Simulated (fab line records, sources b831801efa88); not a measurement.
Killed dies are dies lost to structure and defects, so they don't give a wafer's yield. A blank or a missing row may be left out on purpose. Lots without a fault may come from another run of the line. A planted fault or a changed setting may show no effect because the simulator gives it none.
fab line records | flow gf180mcu
record lots=6 wafers=16 last_day=33
route steps=602 shown V1@352 M2@362 PASSIVATION@602
lots that met no fault: from a run of the same line without faults
start_h: hours from the record's first day to the start of the lot's first wafer shown | wait_h: hours since the lot's step before | " the same as in the row above | L1.1+2: a row that stands for several wafers | - no value, or no start given | * or withheld: withheld | < > ~ a bound
route shown NAME@n: a module of which the file shows steps, and the number in the route of the first | usual: mean/standard deviation of fault-free wafers | same: alike in all rows | chamber/n: place in a boat | sites: the reading at each site | _std_site: their standard deviation | _edge_site: outer sites' mean less inner sites' | radius_mm: how far each site lies from the wafer's centre | mask NAME#n: copy n | behind: the tool/chamber that last shaped the wafer | hold: why the lot was held/for how many hours/how that ended | device: the transistor (n, p or np) that didn't switch | end of line: the same wafers' tests at the end of the route | a step without rows: its recipe alone | killed: dies lost to structure and defects at the first sort, not the wafer's yield | map: a wafer's dies, x killed, . not, _ none there
set.NAME: the setting as run; set.NAME@STEP: as run at that earlier step | model.NAME: the simulator's own value behind a step, which no gauge read
lots at some steps of the route; a table a step, a row a wafer
services: from which hour (start_h, from the record's first day; less than 0 if before it) a tool's chamber was out of use, for how many hours, and why
## steps
# step GF_V1_ETCH_17
# recipe chemistry=C4F8/O2/Ar mask_material=KrF target=SiO2 stop_on=TiN source_w=1500 bias_w=1200 pressure_mtorr=40 c4f8_flow_sccm=withheld O2_flow_sccm=6 Ar_flow_sccm=300 time_s=withheld target_depth_a=6300
# step GF_V1_STRIP_18
# recipe chemistry=O2/N2 power_w=1400 pressure_mtorr=1500 platen_temp_c=250 o2_flow_sccm=3000 n2_flow_sccm=300 overash_fraction=0.5
# step GF_V1_STRIP_19
# recipe chemistry=post_etch_residue_remover time_s=1200 temp_c=72.5
# step GF_V1_CLEAN_20
# recipe chemistry=DIW dry=n2_spin
# step GF_V1_SPUTTER_21
# recipe material=Ti target_thk_nm=15 chamber_pressure_pa=5 power_w=2500 substrate_temp_c=200 time_s=80.02
# step GF_V1_SPUTTER_22
# recipe material=TiN target_thk_nm=10 chamber_pressure_pa=5 power_w=4000 time_s=40
# usual chamber_pressure_pa=5.000/0.0097 throttle_valve_pct=29.7/0.71
# columns lot.wafer tool chamber start_h wait_h chamber_pressure_pa throttle_valve_pct
L869.1 pvd_sputter-01 - 412.39 0.0 5.013 29.6
L869.2 " - " " 5.004 29.3
L869.4 " - " " 5.000 30.6
L874.3 pvd_sputter-01 - 460.27 0.0 4.999 29.7
L874.4 " - " " 4.980 29.0
L878.1 pvd_sputter-04 - 496.61 0.0 4.985 29.1
L878.4 " - " " 5.001 28.8
L884.1 pvd_sputter-01 - 553.09 0.0 5.001 30.7
L884.4 " - " " 5.002 29.9
L884.5 " - " " 5.002 29.5
L885.1 pvd_sputter-03 - 557.11 0.0 5.009 29.3
L885.3 " - " " 4.993 30.1
L885.6 " - " " 4.996 30.7
L888.2 pvd_sputter-04 - 574.36 0.0 5.010 30.0
L888.5 " - " " 4.992 28.7
L888.6 " - " " 5.008 30.2
# step GF_V1_CVD_23
# recipe material=W target_thk_nm=350 time_s=105.05 temp_c=400 pressure_torr=40
# usual chamber_pressure_Torr=40.00/0.084 heater_power_w=865/130 susceptor_temp_C=399.95/0.23
# columns lot.wafer tool chamber start_h wait_h chamber_pressure_Torr heater_power_w susceptor_temp_C
L869.1 cvd_w-01 0 412.43 0.0 40.02 850 400.53
L869.2 " 1 " " 40.01 1011 399.86
L869.4 " 0 " " 40.06 826 400.25
L874.3 cvd_w-02 0 460.35 0.1 39.94 959 399.97
L874.4 " 1 " " 39.91 685 399.73
L878.1 cvd_w-02 1 496.65 0.0 40.05 694 400.19
L878.4 " 0 " " 40.12 963 399.92
L884.1 cvd_w-01 0 553.13 0.0 40.05 838 399.87
L884.4 " 1 " " 39.94 969 400.20
L884.5 " 0 " " 39.89 838 400.10
L885.1 cvd_w-02 1 557.15 0.0 39.73 673 399.97
L885.3 " 0 " " 39.95 989 400.20
L885.6 " 0 " " 39.95 979 400.42
L888.2 cvd_w-02 0 574.40 0.0 39.93 974 399.77
L888.5 " 1 " " 40.01 678 399.94
L888.6 " 0 " " 40.05 973 400.04
# step GF_V1_RS_MEAS_24
# recipe thk_meas_gauge=four-point-probe reads=W_of_V1_CVD_23+TiN_of_V1_SPUTTER_22+Ti_of_V1_SPUTTER_21
# usual V1_W_RS=0.328/0.0032
# columns lot.wafer tool chamber start_h wait_h V1_W_RS[ohm/sq]
L869.1 film_metro-04 - 412.54 0.1 0.329
L869.2 " - " " 0.330
L869.4 " - " " 0.326
L874.3 film_metro-04 - 460.46 0.1 0.322
L874.4 " - " " 0.326
L878.1 film_metro-04 - 496.76 0.1 0.327
L878.4 " - " " 0.331
L884.1 film_metro-04 - 553.24 0.1 0.331
L884.4 " - " " 0.328
L884.5 " - " " 0.333
L885.1 film_metro-01 - 557.26 0.1 0.327
L885.3 " - " " 0.328
L885.6 " - " " 0.326
L888.2 film_metro-01 - 574.53 0.1 0.325
L888.5 " - " " 0.322
L888.6 " - " " 0.323
# step GF_V1_THK_MEAS_25
# recipe thk_meas_gauge=xrf reads=W_of_V1_CVD_23
# usual V1_W_THK=344/3.6
# columns lot.wafer tool chamber start_h wait_h V1_W_THK[nm]
L869.1 film_metro-04 - 412.66 0.1 345
L869.2 " - " " 341
L869.4 " - " " 344
L874.3 film_metro-04 - 460.56 0.1 347
L874.4 " - " " 346
L878.1 film_metro-04 - 496.88 0.1 346
L878.4 " - " " 341
L884.1 film_metro-04 - 553.36 0.1 340
L884.4 " - " " 342
L884.5 " - " " 338
L885.1 film_metro-01 - 557.38 0.1 339
L885.3 " - " " 340
L885.6 " - " " 342
L888.2 film_metro-01 - 574.64 0.1 343
L888.5 " - " " 346
L888.6 " - " " 345
# step GF_V1_CMP_26
# recipe stop_on=SiO2 down_force_psi=3.5 platen_rpm=60 t_overpolish_s=15 target_thk_nm=0 pad_velocity_m_s=0.94248
# usual edge_zone_pressure_frac=1.000/0.0045 motor_current_A=11.2/1.3 overpolish_run_s=15.001/0.0084 platen_rpm=60.00/0.044 time_to_endpoint_s=86/3.5
# columns lot.wafer tool chamber start_h wait_h edge_zone_pressure_frac motor_current_A overpolish_run_s platen_rpm time_to_endpoint_s
L869.1 cmp-02 2 412.72 0.1 1.009 11.5 15.005 60.03 90
L869.2 " 3 " " 0.997 10.7 15.005 60.03 85
L869.4 " 1 " " 0.998 10.4 15.000 60.00 90
L874.3 cmp-01 1 460.65 0.1 0.990 10.4 15.009 59.92 89
L874.4 " 3 " " 1.000 13.1 14.993 60.01 87
L878.1 cmp-01 2 496.94 0.1 1.005 10.3 15.010 60.02 87
L878.4 " 3 " " 0.997 13.3 14.993 60.07 85
L884.4 cmp-01 1 553.42 0.0 1.003 10.4 15.001 60.00 90
L884.1 " 2 " " 0.994 10.0 15.003 60.00 86
L884.5 " 2 " " 0.998 10.0 14.998 60.03 87
L885.1 cmp-01 0 557.44 0.1 0.993 10.0 15.017 59.97 89
L885.3 " 3 " " 1.001 13.2 15.015 59.94 91
L885.6 " 1 " " 0.995 10.2 15.014 60.05 89
L888.2 cmp-02 2 574.80 0.1 0.998 11.8 15.012 60.02 89
L888.6 " 0 " " 0.995 14.0 14.990 59.94 85
L888.5 " 1 " " 1.004 10.1 15.003 59.95 87
# step GF_M2_SPUTTER_00
# recipe material=Ti target_thk_nm=37.5 arriving_ion_energy_ev=80 substrate_temp_c=200 chamber_pressure_pa=2 power_w=4000 time_s=150
# step GF_M2_SPUTTER_01
# recipe material=TiN target_thk_nm=30 power_w=6500 time_s=25 chamber_pressure_pa=0.4
# step GF_M2_SPUTTER_02
# recipe material=AlCu target_thk_nm=450 power_w=10600 time_s=23.9 chamber_pressure_pa=0.4
# usual chamber_pressure_pa=0.4000/0.00079 throttle_valve_pct=30.1/0.8
# columns lot.wafer tool chamber start_h wait_h chamber_pressure_pa throttle_valve_pct model.AlCu_of_M2_SPUTTER_02.thk_nm
L869.1 pvd_sputter-02 - 413.15 0.0 0.3999 31.9 456
L869.2 " - " " 0.4004 28.8 453.9
L869.4 " - " " 0.3988 30.2 445.2
L874.3 pvd_sputter-03 - 461.04 0.0 0.3998 29.9 460.5
L874.4 " - " " 0.4020 29.4 433.4
L878.1 pvd_sputter-03 - 497.37 0.0 0.4007 30.2 435
L878.4 " - " " 0.4006 29.4 425.2
L884.1 pvd_sputter-03 - 553.85 0.0 0.3993 31.0 453.4
L884.4 " - " " 0.4017 29.3 451.2
L884.5 " - " " 0.3995 30.8 452.8
L885.1 pvd_sputter-02 - 557.87 0.0 0.3996 30.6 454.5
L885.3 " - " " 0.4003 29.9 446.1
L885.6 " - " " 0.3998 30.6 458.6
L888.2 pvd_sputter-01 - 575.15 0.0 0.3991 30.7 447.3
L888.5 " - " " 0.4006 29.0 447.8
L888.6 " - " " 0.4001 29.5 444.3
# step GF_M2_SPUTTER_03
# recipe material=Ti target_thk_nm=10 substrate_temp_c=300 chamber_pressure_pa=0.3 power_w=3000 time_s=6.7
# step GF_M2_SPUTTER_04
# recipe material=TiN target_thk_nm=50 power_w=6500 time_s=41.7 chamber_pressure_pa=0.4
# usual chamber_pressure_pa=0.4000/0.00076 throttle_valve_pct=30.1/0.82
# columns lot.wafer tool chamber start_h wait_h chamber_pressure_pa throttle_valve_pct
L869.1 pvd_sputter-02 - 413.21 0.0 0.3992 31.5
L869.2 " - " " 0.4007 29.1
L869.4 " - " " 0.3993 30.3
L874.3 pvd_sputter-03 - 461.09 0.0 0.4002 30.2
L874.4 " - " " 0.4001 29.3
L878.1 pvd_sputter-03 - 497.42 0.0 0.4003 30.2
L878.4 " - " " 0.3999 29.2
L884.1 pvd_sputter-03 - 553.90 0.0 0.3993 30.9
L884.4 " - " " 0.3994 29.4
L884.5 " - " " 0.3995 30.9
L885.1 pvd_sputter-02 - 557.92 0.0 0.3992 30.6
L885.3 " - " " 0.3989 30.1
L885.6 " - " " 0.4006 30.3
L888.2 pvd_sputter-01 - 575.20 0.0 0.4002 30.8
L888.5 " - " " 0.3987 29.2
L888.6 " - " " 0.3998 29.6
# step GF_M2_RS_MEAS_05
# recipe thk_meas_gauge=four-point-probe reads=TiN_of_M2_SPUTTER_04+Ti_of_M2_SPUTTER_03+AlCu_of_M2_SPUTTER_02+TiN_of_M2_SPUTTER_01+Ti_of_M2_SPUTTER_00
# usual M2_ALCU_RS=0.0694/0.00085
# columns lot.wafer tool chamber start_h wait_h M2_ALCU_RS[ohm/sq]
L869.1 film_metro-02 - 413.25 0.0 0.0686
L869.2 " - " " 0.0689
L869.4 " - " " 0.0702
L874.3 film_metro-02 - 461.17 0.1 0.0679
L874.4 " - " " 0.0722
L878.1 film_metro-01 - 497.46 0.0 0.0720
L878.4 " - " " 0.0735
L884.1 film_metro-01 - 553.94 0.0 0.0691
L884.4 " - " " 0.0694
L884.5 " - " " 0.0690
L885.1 film_metro-01 - 557.96 0.0 0.0689
L885.3 " - " " 0.0700
L885.6 " - " " 0.0682
L888.2 film_metro-01 - 575.26 0.0 0.0699
L888.5 " - " " 0.0698
L888.6 " - " " 0.0705
# step GF_M2_THK_MEAS_06
# recipe thk_meas_gauge=xrf reads=AlCu_of_M2_SPUTTER_02
# usual M2_ALCU_THK=448/5.7
# columns lot.wafer tool chamber start_h wait_h M2_ALCU_THK[nm]
L869.1 film_metro-02 - 413.37 0.1 454
L869.2 " - " " 451
L869.4 " - " " 440
L874.3 film_metro-02 - 461.27 0.1 457
L874.4 " - " " 430
L878.1 film_metro-01 - 497.58 0.1 434
L878.4 " - " " 425
L884.1 film_metro-01 - 554.06 0.1 451
L884.4 " - " " 447
L884.5 " - " " 450
L885.1 film_metro-01 - 558.08 0.1 454
L885.3 " - " " 444
L885.6 " - " " 454
L888.2 film_metro-01 - 575.37 0.1 444
L888.5 " - " " 448
L888.6 " - " " 443
# step GF_M2_DEHYDRATE_07
# recipe temp_c=200 time_s=60
# step GF_M2_HMDS_08
# recipe prime_time_s=60 prime_temp_c=120
# step GF_M2_COAT_09
# recipe resist=KrF spin_rpm=withheld resist_thk_nm=1000
# step GF_M2_SOFTBAKE_10
# recipe temp_c=130 time_s=60 resist=KrF
# step GF_M2_EXPOSE_11
# recipe mask_id=Metal2 target_cd_nm=280 na=0.68 source_shape=conventional sigma_outer=0.6 dose_mj=28
# step GF_M2_PEB_12
# recipe peb_temp_c=135 peb_time_s=90 resist=KrF
# step GF_M2_DEVELOP_13
# recipe develop_time_s=60 dev_temp_c=21
# step GF_M2_CD_MEAS_14
# recipe target_cd_nm=280
# usual cd_nm=279.7/1.5
# columns lot.wafer tool chamber start_h wait_h cd_nm
L869.1 cd_sem-01 - 436.81 0.1 280.9
L869.2 " - " " 279.5
L869.4 " - " " 280.9
L874.3 cd_sem-02 - 485.44 0.1 278.8
L874.4 " - " " 279.9
L878.1 cd_sem-02 - 520.36 0.1 278.8
L878.4 " - " " 279.4
L884.1 cd_sem-02 - 575.90 0.1 279.1
L884.4 " - " " 279.7
L884.5 " - " " 279.4
L885.1 cd_sem-02 - 578.80 0.1 278.7
L885.3 " - " " 278.0
L885.6 " - " " 278.8
L888.2 cd_sem-02 - 596.52 0.1 278.0
L888.5 " - " " 278.7
L888.6 " - " " 278.4
# step GF_M2_OVL_MEAS_15
# usual M2_OVL=-2/4.5
# columns lot.wafer tool chamber start_h wait_h M2_OVL[nm]
L869.1 overlay-01 - 436.93 0.1 -3
L869.2 " - " " -4
L869.4 " - " " -6
L874.3 overlay-01 - 485.53 0.1 -6
L874.4 " - " " -6
L878.1 overlay-02 - 520.48 0.1 1
L878.4 " - " " 1
L884.1 overlay-01 - 576.02 0.1 -1
L884.4 " - " " -8
L884.5 " - " " 1
L885.1 overlay-02 - 578.92 0.1 3
L885.3 " - " " 4
L885.6 " - " " 3
L888.2 overlay-01 - 596.63 0.1 2
L888.5 " - " " -3
L888.6 " - " " 4
# step GF_M2_METAL_ETCH_16
# recipe chemistry=Cl2/BCl3 mask_material=KrF target_depth_nm=627.5 stop_on=SiO2 pressure_mtorr=8 icp_w=800 bias_w=140 Cl2_flow_sccm=80 bcl3_flow_sccm=40 time_s=104.6
# usual drypump_motor_current_A=6.05/0.29 oes_product_au=0.972/0.0067 throttle_valve_pct=28.250/0.01
# columns lot.wafer tool chamber start_h wait_h drypump_motor_current_A oes_product_au rf_hours_counter_h throttle_valve_pct model.M2.feature_depth_nm model.etch.depth_nm
L869.1 rie_metal-04 0 436.96 0.0 6.25 0.977 5 28.235 610.6 610.6
L869.2 " 1 " " 5.88 0.969 6 28.253 607 607
L869.4 " 0 " " 6.24 0.969 - 28.261 599.1 599.1
L874.3 rie_metal-03 0 485.59 0.1 5.67 0.978 - 28.228 613.5 613.5
L874.4 " 1 " " 6.01 0.950 - 28.271 584.8 584.8
L878.1 rie_metal-03 0 520.51 0.0 5.65 0.958 9 28.263 587.7 587.7
L878.4 " 0 " " 5.68 0.950 - 28.267 577.9 577.9
L884.1 rie_metal-01 0 576.06 0.0 6.40 0.973 9 28.243 606.6 606.6
L884.4 " 0 " " 6.40 0.978 - 28.237 605.1 605.1
L884.5 " 0 " " 6.38 0.985 - 28.249 606.1 606.1
L885.1 rie_metal-01 0 578.96 0.0 6.38 0.977 9 28.248 607.8 607.8
L885.3 " 0 " " 6.40 0.970 - 28.243 600.4 600.4
L885.6 " 0 " " 6.37 0.984 - 28.250 612 612
L888.2 rie_metal-03 1 596.66 0.0 6.01 0.975 2 28.267 598.2 598.2
L888.5 " 0 " " 5.67 0.968 - 28.244 598.7 598.7
L888.6 " 1 " " 6.07 0.964 - 28.243 595.5 595.5
# step GF_M2_STRIP_17
# recipe chemistry=O2/N2 power_w=1400 pressure_mtorr=1500 platen_temp_c=250 o2_flow_sccm=3000 n2_flow_sccm=300 overash_fraction=0.5
# usual drypump_motor_current_A=5.6/0.35 heater_power_w=329/9.4 n2_flow_sccm=300.1/0.97 oes_product_au=0.558/0.0048 strip_time_to_endpoint_s=7.88/0.049
# columns lot.wafer tool chamber start_h wait_h drypump_motor_current_A heater_power_w n2_flow_sccm oes_product_au rf_hours_counter_h strip_time_to_endpoint_s
L869.1 plasma_asher-04 0 437.11 0.1 5.2 332 299.6 0.556 35 7.86
L869.2 " 1 " " 5.6 336 299.9 0.562 35 7.90
L869.4 " 0 " " 5.2 332 300.8 0.558 - 7.89
L874.3 plasma_asher-03 1 485.70 0.1 6.2 339 300.4 0.557 - 7.87
L874.4 " 0 " " 5.4 326 301.3 0.555 - 7.93
L878.1 plasma_asher-04 1 520.74 0.2 5.6 338 300.7 0.556 44 7.84
L878.4 " 1 " " 5.6 333 299.9 0.560 - 7.89
L884.1 plasma_asher-03 1 576.28 0.2 6.2 326 300.3 0.559 81 7.86
L884.4 " 0 " " 5.4 331 298.6 0.554 - 7.82
L884.5 " 1 " " 6.2 331 300.4 0.550 - 7.86
L885.1 plasma_asher-02 1 579.18 0.2 5.8 307 300.9 0.561 13 7.94
L885.3 " 1 " " 5.9 303 300.5 0.558 - 7.94
L885.6 " 1 " " 5.8 321 301.7 0.558 - 7.96
L888.2 plasma_asher-02 0 596.77 0.1 5.5 319 299.8 0.555 15 7.87
L888.5 " 0 " " 5.5 323 299.7 0.558 - 7.84
L888.6 " 1 " " 5.8 307 299.2 0.553 - 7.86
# step GF_PASSIVATION_PROBE_99
# columns lot.wafer tool chamber start_h wait_h model.etest.met2.line_ohm_um model.etest.met2.rs_ohm_sq
L869.1 prober-02 - 674.17 0.1 0.2485 0.07097
L869.2 prober-02 - 674.22 0.1 0.254 0.0704
L869.4 prober-02 - 674.32 0.2 0.2545 0.07175
L874.3 prober-01 - 713.46 0.2 0.2507 0.06889
L874.4 prober-01 - 713.51 0.2 0.2647 0.07431
L878.1 prober-01 - 738.27 0.1 0.2705 0.07514
L878.4 prober-01 - 738.42 0.2 0.2762 0.07604
L884.1 prober-01 - 779.49 0.1 0.262 0.07062
L884.4 prober-01 - 779.64 0.2 0.2586 0.0713
L884.5 prober-01 - 779.69 0.2 0.2634 0.07093
L885.1 prober-02 - 779.81 0.1 0.2577 0.07094
L885.3 prober-02 - 779.91 0.2 0.2652 0.07226
L885.6 prober-02 - 780.06 0.2 0.2575 0.07042
L888.2 prober-01 - 794.56 0.1 0.2624 0.07214
L888.5 prober-01 - 794.71 0.2 0.2561 0.07136
L888.6 prober-01 - 794.76 0.2 0.2613 0.07193
# killed by level:class
L869.1 V5:geometric_particle:open=6 V2:geometric_particle:open=4 CONTACT:geometric_particle:short=4 V4:geometric_particle:open=4 STI:geometric_particle:open=3 V1:geometric_particle:open=3 V3:geometric_particle:open=3 CONTACT:geometric_particle:open=2
L869.2 V4:geometric_particle:open=6 V5:geometric_particle:open=6 STI:geometric_particle:short=5 V3:geometric_particle:short=5 CONTACT:geometric_particle:open=4 STI:geometric_particle:open=3 M4:geometric_particle:short=3 TOP_METAL:geometric_particle:short=3
L869.4 V5:geometric_particle:open=6 V3:geometric_particle:open=5 STI:geometric_particle:open=4 STI:geometric_particle:short=4 V1:geometric_particle:short=3 V2:geometric_particle:open=3 CONTACT:geometric_particle:short=2 V2:geometric_particle:short=2
L874.3 CONTACT:geometric_particle:open=7 V2:geometric_particle:open=5 POLY_GATE:geometric_particle:short=3 V1:geometric_particle:open=3 V3:geometric_particle:short=3 V4:geometric_particle:open=3 V5:geometric_particle:open=3 STI:geometric_particle:short=2
L874.4 V1:geometric_particle:open=7 V4:geometric_particle:open=4 M5:geometric_particle:short=4 V5:geometric_particle:short=4 STI:geometric_particle:open=3 V3:geometric_particle:open=3 V5:geometric_particle:open=3 STI:geometric_particle:short=2
L884.1 CONTACT:geometric_particle:open=6 M4:geometric_particle:short=5 V4:geometric_particle:open=5 M1:geometric_particle:short=4 STI:geometric_particle:open=3 V1:geometric_particle:open=3 V2:geometric_particle:open=3 V3:geometric_particle:open=3
L884.4 CONTACT:geometric_particle:open=4 V2:geometric_particle:open=4 V5:geometric_particle:open=4 V3:geometric_particle:open=3 V4:geometric_particle:open=3 V1:geometric_particle:open=2 V5:geometric_particle:short=2 STI:geometric_particle:open=1
L884.5 CONTACT:geometric_particle:open=3 M3:geometric_particle:short=3 V4:geometric_particle:open=3 STI:geometric_particle:open=2 M1:geometric_particle:short=2 V1:geometric_particle:open=2 V2:geometric_particle:short=2 V5:geometric_particle:open=2
L885.1 V3:geometric_particle:open=6 POLY_GATE:geometric_particle:short=5 CONTACT:geometric_particle:open=5 V2:geometric_particle:open=5 M2:geometric_particle:short=3 M4:geometric_particle:short=3 V4:geometric_particle:open=3 V5:geometric_particle:open=3
L885.3 V1:geometric_particle:open=6 CONTACT:geometric_particle:open=5 V3:geometric_particle:open=5 V2:geometric_particle:open=5 V4:geometric_particle:open=4 V5:geometric_particle:open=4 STI:geometric_particle:short=3 STI:geometric_particle:open=2
L885.6 V4:geometric_particle:short=6 STI:geometric_particle:open=4 V2:geometric_particle:open=4 V5:geometric_particle:open=4 STI:geometric_particle:short=3 CONTACT:geometric_particle:open=3 M1:geometric_particle:short=3 M3:geometric_particle:short=3
L888.2 CONTACT:geometric_particle:open=8 V2:geometric_particle:open=7 V5:geometric_particle:open=7 V2:geometric_particle:short=5 V4:geometric_particle:open=5 V1:geometric_particle:open=4 V3:geometric_particle:open=4 STI:geometric_particle:open=3
L888.5 V1:geometric_particle:open=6 CONTACT:geometric_particle:open=4 V3:geometric_particle:open=4 V5:geometric_particle:open=4 V2:geometric_particle:short=3 M1:geometric_particle:short=3 V2:geometric_particle:open=3 V4:geometric_particle:open=3
L888.6 V2:geometric_particle:open=9 STI:geometric_particle:open=5 CONTACT:geometric_particle:open=5 V1:geometric_particle:open=5 V3:geometric_particle:open=3 V4:geometric_particle:open=3 CONTACT:geometric_particle:short=2 V2:geometric_particle:short=2
## services
# columns tool chamber start_h hours kind
cvd_w-01 - 390.00 14.0 pm
rie_metal-03 - 391.28 0.9 repair
rie_metal-01 - 399.15 0.6 repair
plasma_asher-02 - 400.77 28.1 pm
cmp-02 - 404.29 4.0 pm
cmp-02 - 404.65 1.0 repair
rie_metal-01 - 404.99 0.6 repair
cvd_w-01 - 414.03 6.9 pm
pvd_sputter-03 - 417.47 2.4 repair
cvd_w-01 - 424.43 0.3 repair
plasma_asher-02 - 428.87 9.0 pm
pvd_sputter-02 - 430.31 1.4 repair
cmp-02 - 430.34 1.1 repair
plasma_asher-02 - 474.19 3.1 repair
cmp-01 - 477.91 0.9 repair
cmp-02 - 486.00 7.8 pm
pvd_sputter-01 - 489.34 14.7 repair
cvd_w-02 - 498.54 0.9 repair
pvd_sputter-02 - 501.48 8.9 repair
plasma_asher-02 - 519.90 7.4 repair
cmp-02 - 553.18 1.6 repair
plasma_asher-02 - 556.33 2.8 pm
cmp-01 - 565.85 0.8 repair
cmp-01 - 572.18 4.0 pm
## key
first_sign step=GF_M2_RS_MEAS_05 reading=M2_ALCU_RS direction=up sigmas=3.8 usual=0.0694 struck=0.0726
effect step=GF_M2_THK_MEAS_06 reading=M2_ALCU_THK direction=down sigmas=3.2 usual=448 struck=429
effect step=GF_M2_METAL_ETCH_16 reading=oes_product_au direction=down sigmas=2.9 usual=0.972 struck=0.953
model_effect step=GF_M2_SPUTTER_02 value=AlCu_of_M2_SPUTTER_02.thk_nm without=451.7 struck=431.2
model_effect step=GF_M2_METAL_ETCH_16 value=M2.feature_depth_nm without=604 struck=583.5
model_effect step=GF_PASSIVATION_PROBE_99 value=etest.met2.line_ohm_um without=0.2577 struck=0.2705
met_at GF_M2_SPUTTER_02
struck_wafers L874.4,L878.1,L878.4
sort_left_out L878.1,L878.4
fault kind=process_parameter_drift tool=pvd_sputter-03 chamber=- onset_h=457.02 steps=GF_M2_SPUTTER_02 channel=target_thk_nm offset=-20.498 shape=step end_h=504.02 scope=struck_wafers_only acts_in=these_recipes_only stated=450
# sort_left_out: the simulated sort isn't trusted on such a fault, so these wafers' sort isn't shown, and their yield isn't known
